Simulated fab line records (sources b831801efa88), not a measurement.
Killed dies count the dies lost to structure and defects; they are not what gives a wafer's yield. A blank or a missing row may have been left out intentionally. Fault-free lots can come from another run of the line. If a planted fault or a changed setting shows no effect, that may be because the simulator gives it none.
fab line records	flow sky130
[record] lots = 13	wafers = 39	lastDay = 50
route steps=708 shown NWELL@63 VT_ADJUST_NCORE@127 LDD_P@264 RES_XHIGH@341
lots that met no fault: from a run of the same line without faults
startH: start of the lot's first displayed wafer, in hours after the record's first day	waitH: how many hours have passed since the lot's step before this one	" the same as in the row above	L1.1+2: a row that stands for several wafers	- either no value or no given start	* or withheld: withheld	< > ~ a bound
route shown NAME@n: a module of which the file shows steps, and the number in the route of the first	usual: mean/standard deviation of fault-free wafers	same: alike in all rows	chamber/n: place in a boat	sites: per-site readings	_std_site: their standard deviation	_edge_site: the outer-site mean with the inner-site mean subtracted	radiusMm: how far each site lies from the wafer's centre	mask NAME#n: copy n	behind: the last tool/chamber to shape the wafer	hold: why the lot was held/for how many hours/how that ended	device: whichever transistor did not switch (one of n, p or np)	end of line: the route-end tests of the same wafers	step lacking rows: just its recipe	killed: the dies lost at the first sort to structure and to defects; this is not the yield of the wafer	map: dies across one wafer; x = killed, . = not, _ = none there
set.NAME: the setting the step ran with; set.NAME@STEP: the setting that earlier step ran with	model.NAME: the simulator's own value behind a step, which no gauge read
one table for each step of the route and one row for each wafer, over a sample of lots
services: the hour from which a tool's chamber was out of use, counted from the record's first day as startH (under 0 if before that day), plus the number of hours and why
[[steps]]
[step SKY_NWELL_OVL_MEAS_10]
[usual] NWELL_00_OVL = -0.4/1.2
lot.wafer	tool	chamber	startH	waitH	NWELL_00_OVL[nm]
L135.1	overlay-01	-	83.93	-	-0.7
L135.5	"	-	"	"	-0.6
L135.6	"	-	"	"	2.5
L138.1	overlay-01	-	104.41	-	2.3
L138.4	"	-	"	"	-0.4
L138.6	"	-	"	"	-0.3
L139.2	overlay-01	-	108.80	-	1.8
L139.3	"	-	"	"	1.9
L139.5	"	-	"	"	0.7
L140.2	overlay-01	-	117.10	-	-0.6
L140.3	"	-	"	"	-0.3
L140.5	"	-	"	"	-0.6
L141.1	overlay-01	-	120.48	-	-0.6
L141.2	"	-	"	"	0.0
L141.6	"	-	"	"	0.8
L143.1	overlay-02	-	131.39	-	1.1
L143.4	"	-	"	"	0.4
L143.5	"	-	"	"	1.1
L146.2	overlay-01	-	146.78	-	-1.9
L146.4	"	-	"	"	0.6
L146.5	"	-	"	"	0.2
L147.2	overlay-02	-	155.78	-	-1.7
L147.3	"	-	"	"	-2.9
L147.5	"	-	"	"	-0.7
L149.2	overlay-02	-	176.11	-	1.6
L149.4	"	-	"	"	-0.6
L149.5	"	-	"	"	-0.2
L150.3	overlay-01	-	179.35	-	1.6
L150.4	"	-	"	"	1.8
L150.6	"	-	"	"	0.0
L151.3	overlay-01	-	182.17	-	-2.8
L151.5	"	-	"	"	-1.1
L151.6	"	-	"	"	-1.4
L152.2	overlay-01	-	185.83	-	-1.0
L152.4	"	-	"	"	0.2
L152.6	"	-	"	"	-1.1
L157.3	overlay-02	-	216.82	-	-1.0
L157.4	"	-	"	"	0.1
L157.5	"	-	"	"	-1.3
[step SKY_VT_ADJUST_NCORE_OVL_MEAS_08]
[usual] VT_ADJUST_NCORE_OVL = 0.9/1.5
lot.wafer	tool	chamber	startH	waitH	VT_ADJUST_NCORE_OVL[nm]
L135.1	overlay-02	-	178.76	0.1	0.0
L135.5	"	-	"	"	0.9
L135.6	"	-	"	"	-0.5
L138.1	overlay-01	-	203.03	0.1	1.0
L138.4	"	-	"	"	0.7
L138.6	"	-	"	"	1.7
L139.2	overlay-02	-	207.57	0.1	0.7
L139.3	"	-	"	"	0.3
L139.5	"	-	"	"	-1.7
L140.2	overlay-02	-	217.23	0.1	2.7
L140.3	"	-	"	"	1.0
L140.5	"	-	"	"	1.3
L141.1	overlay-01	-	222.28	0.1	0.9
L141.2	"	-	"	"	-1.5
L141.6	"	-	"	"	0.3
L143.1	overlay-02	-	235.66	0.1	1.9
L143.4	"	-	"	"	3.0
L143.5	"	-	"	"	3.5
L146.2	overlay-02	-	254.83	0.1	0.6
L146.4	"	-	"	"	3.6
L146.5	"	-	"	"	2.1
L147.2	overlay-01	-	266.24	0.1	0.1
L147.3	"	-	"	"	-2.1
L147.5	"	-	"	"	0.0
L149.2	overlay-02	-	289.07	0.1	0.3
L149.4	"	-	"	"	-3.0
L149.5	"	-	"	"	1.2
L150.3	overlay-02	-	294.57	0.1	0.9
L150.4	"	-	"	"	1.6
L150.6	"	-	"	"	-0.1
L151.3	overlay-01	-	297.79	0.1	-1.3
L151.5	"	-	"	"	1.5
L151.6	"	-	"	"	0.1
L152.2	overlay-02	-	300.84	0.1	-2.2
L152.4	"	-	"	"	0.6
L152.6	"	-	"	"	0.8
L157.3	overlay-01	-	339.00	0.1	2.3
L157.4	"	-	"	"	0.5
L157.5	"	-	"	"	1.6
[step SKY_LDD_P_IMPLANT_09]
[recipe] species = BF2	energyKev = 25	doseCm2 = 1e+13	tiltDeg = withheld
[usual] beamOnS = 10.00/0.2	doseIonsCm2 = 1e+13/1e+10	faradayCurrentUA = 56.4/1.1
lot.wafer	tool	chamber	startH	waitH	beamOnS	doseIonsCm2	faradayCurrentUA
L135.1	implanter-04	0	430.83	0.0	10.00	9.998e+12	56.5
L135.5	"	0	"	"	9.65	9.999e+12	58.3
L135.6	"	0	"	"	10.30	1.0003e+13	54.6
L139.2	implanter-01	0	458.51	0.0	10.21	1.0002e+13	55.3
L139.3	"	0	"	"	9.96	9.991e+12	56.6
L139.5	"	0	"	"	10.21	9.992e+12	55.3
L138.1	implanter-02	0	458.69	0.0	9.81	1.0009e+13	57.4
L138.4	"	0	"	"	10.30	1.0009e+13	54.8
L138.6	"	0	"	"	9.93	9.986e+12	56.7
L140.2	implanter-04	0	475.21	0.0	10.03	9.998e+12	56.3
L140.3	"	0	"	"	9.70	9.984e+12	58.2
L140.5	"	0	"	"	10.04	9.99e+12	56.1
L141.1	implanter-02	0	487.54	0.0	9.72	1.0001e+13	57.9
L141.2	"	0	"	"	9.84	1.0008e+13	57.3
L141.6	"	0	"	"	10.04	1.0012e+13	56.0
L143.1	implanter-04	0	514.14	0.0	10.13	1.0002e+13	55.8
L143.4	"	0	"	"	10.11	9.991e+12	55.6
L143.5	"	0	"	"	9.85	9.987e+12	57.2
L146.2	implanter-04	0	526.73	0.0	9.86	1.0007e+13	56.9
L146.4	"	0	"	"	9.93	9.998e+12	56.6
L146.5	"	0	"	"	10.08	1.0015e+13	55.9
L147.2	implanter-04	0	539.47	0.0	9.73	9.984e+12	57.6
L147.3	"	0	"	"	9.89	9.983e+12	56.9
L147.5	"	0	"	"	10.52	9.979e+12	53.8
L149.2	implanter-04	0	562.73	0.0	10.17	7.835e+12	43.5
L149.4	"	0	"	"	9.71	7.839e+12	45.7
L149.5	"	0	"	"	10.28	7.832e+12	42.9
L150.3	implanter-04	0	574.38	0.1	10.52	7.838e+12	41.7
L150.4	"	0	"	"	10.34	7.825e+12	42.6
L150.6	"	0	"	"	9.94	7.822e+12	44.0
L151.3	implanter-04	0	575.64	0.1	9.92	7.837e+12	44.3
L151.5	"	0	"	"	10.18	7.838e+12	43.7
L151.6	"	0	"	"	10.22	7.831e+12	43.2
L152.2	implanter-01	0	580.27	0.0	10.22	1.0003e+13	55.1
L152.4	"	0	"	"	9.93	1.0025e+13	56.6
L152.6	"	0	"	"	9.65	9.993e+12	58.2
L157.3	implanter-02	0	620.38	0.1	9.97	9.991e+12	56.7
L157.4	"	0	"	"	10.13	9.999e+12	55.8
L157.5	"	0	"	"	9.92	1.0006e+13	56.8
[step SKY_LDD_P_TW_MEAS_11]
[usual] LDD_P_TW = 634/3.5
lot.wafer	tool	chamber	startH	waitH	LDD_P_TW
L135.1	filmMetro-01	-	431.08	0.1	632
L135.5	"	-	"	"	631
L135.6	"	-	"	"	634
L139.2	filmMetro-03	-	458.74	0.1	632
L139.3	"	-	"	"	633
L139.5	"	-	"	"	631
L138.1	filmMetro-02	-	458.94	0.1	633
L138.4	"	-	"	"	638
L138.6	"	-	"	"	636
L140.2	filmMetro-01	-	475.44	0.1	629
L140.3	"	-	"	"	631
L140.5	"	-	"	"	629
L141.1	filmMetro-01	-	487.79	0.1	630
L141.2	"	-	"	"	631
L141.6	"	-	"	"	629
L143.1	filmMetro-03	-	514.39	0.1	632
L143.4	"	-	"	"	633
L143.5	"	-	"	"	631
L146.2	filmMetro-01	-	526.97	0.1	632
L146.4	"	-	"	"	632
L146.5	"	-	"	"	634
L147.2	filmMetro-01	-	539.70	0.1	628
L147.3	"	-	"	"	631
L147.5	"	-	"	"	630
L149.2	filmMetro-01	-	562.97	0.1	587
L149.4	"	-	"	"	585
L149.5	"	-	"	"	585
L150.3	filmMetro-03	-	574.60	0.1	587
L150.4	"	-	"	"	583
L150.6	"	-	"	"	589
L151.3	filmMetro-01	-	575.86	0.1	590
L151.5	"	-	"	"	587
L151.6	"	-	"	"	588
L152.2	filmMetro-03	-	580.50	0.1	634
L152.4	"	-	"	"	633
L152.6	"	-	"	"	632
L157.3	filmMetro-03	-	620.60	0.1	632
L157.4	"	-	"	"	635
L157.5	"	-	"	"	637
[step SKY_RES_XHIGH_TW_MEAS_09]
[usual] RES_XHIGH_TW = 1636/7.8
lot.wafer	tool	chamber	startH	waitH	RES_XHIGH_TW
L135.1	filmMetro-03	-	613.36	0.1	1643
L135.5	"	-	"	"	1640
L135.6	"	-	"	"	1647
L139.2	filmMetro-01	-	640.68	0.1	1637
L139.3	"	-	"	"	1633
L139.5	"	-	"	"	1637
L138.1	filmMetro-01	-	641.57	0.1	1638
L138.4	"	-	"	"	1643
L138.6	"	-	"	"	1644
L140.2	filmMetro-01	-	654.64	0.1	1635
L140.3	"	-	"	"	1644
L140.5	"	-	"	"	1648
L141.1	filmMetro-04	-	667.58	0.1	1622
L141.2	"	-	"	"	1639
L141.6	"	-	"	"	1635
L143.1	filmMetro-04	-	690.95	0.1	1643
L143.4	"	-	"	"	1639
L143.5	"	-	"	"	1645
L146.2	filmMetro-03	-	702.31	0.1	1629
L146.4	"	-	"	"	1630
L146.5	"	-	"	"	1625
L147.2	filmMetro-04	-	712.21	0.1	1637
L147.3	"	-	"	"	1624
L147.5	"	-	"	"	1636
L149.2	filmMetro-03	-	736.06	0.1	1642
L149.4	"	-	"	"	1638
L149.5	"	-	"	"	1642
L150.3	filmMetro-03	-	743.77	0.1	1632
L150.4	"	-	"	"	1632
L150.6	"	-	"	"	1646
L151.3	filmMetro-04	-	748.63	0.1	1626
L151.5	"	-	"	"	1622
L151.6	"	-	"	"	1619
L152.2	filmMetro-01	-	750.29	0.1	1624
L152.4	"	-	"	"	1628
L152.6	"	-	"	"	1629
L157.3	filmMetro-01	-	788.80	0.1	1639
L157.4	"	-	"	"	1635
L157.5	"	-	"	"	1637
[[services]]
tool	chamber	startH	hours	kind
implanter-02	-	409.17	4.1	repair
implanter-02	-	503.53	3.3	repair
implanter-01	-	527.61	5.5	repair
implanter-04	-	556.06	1.2	repair
implanter-04	-	579.88	5.6	repair
implanter-01	-	586.32	25.1	pm
implanter-01	-	611.43	31.3	pm
[[key]]
[firstSign] step = SKY_LDD_P_IMPLANT_09	reading = doseIonsCm2	direction = down	sigmas = 99+	usual = *	struck = *
[effect] step = SKY_LDD_P_IMPLANT_09	reading = faradayCurrentUA	direction = down	sigmas = 11	usual = 56.4	struck = 43.5
[effect] step = SKY_LDD_P_TW_MEAS_11	reading = LDD_P_TW	direction = down	sigmas = 13	usual = 634	struck = 587
metAt SKY_LDD_P_IMPLANT_09
struckLots L149,L150,L151
testerLeftOut L149,L150,L151
notActingAt SKY_NWELL_OVL_MEAS_10,SKY_VT_ADJUST_NCORE_OVL_MEAS_08,SKY_RES_XHIGH_TW_MEAS_09
onsetBetween 539.47 562.73
[fault] kind = processParameterDrift	tool = implanter-04	chamber = -	onsetH = 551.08	steps = SKY_LDD_P_IMPLANT_09	channel = doseCm2	offset = *	shape = step	endH = 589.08	actsIn = *	stated = *
// testerLeftOut: of these lots the tester's yield and bins aren't shown, on N5 and GAA mostly nor the transistor test; their killed dies are dies lost to structure and defects alone, not to doping, threshold or leakage, so they don't give the yield
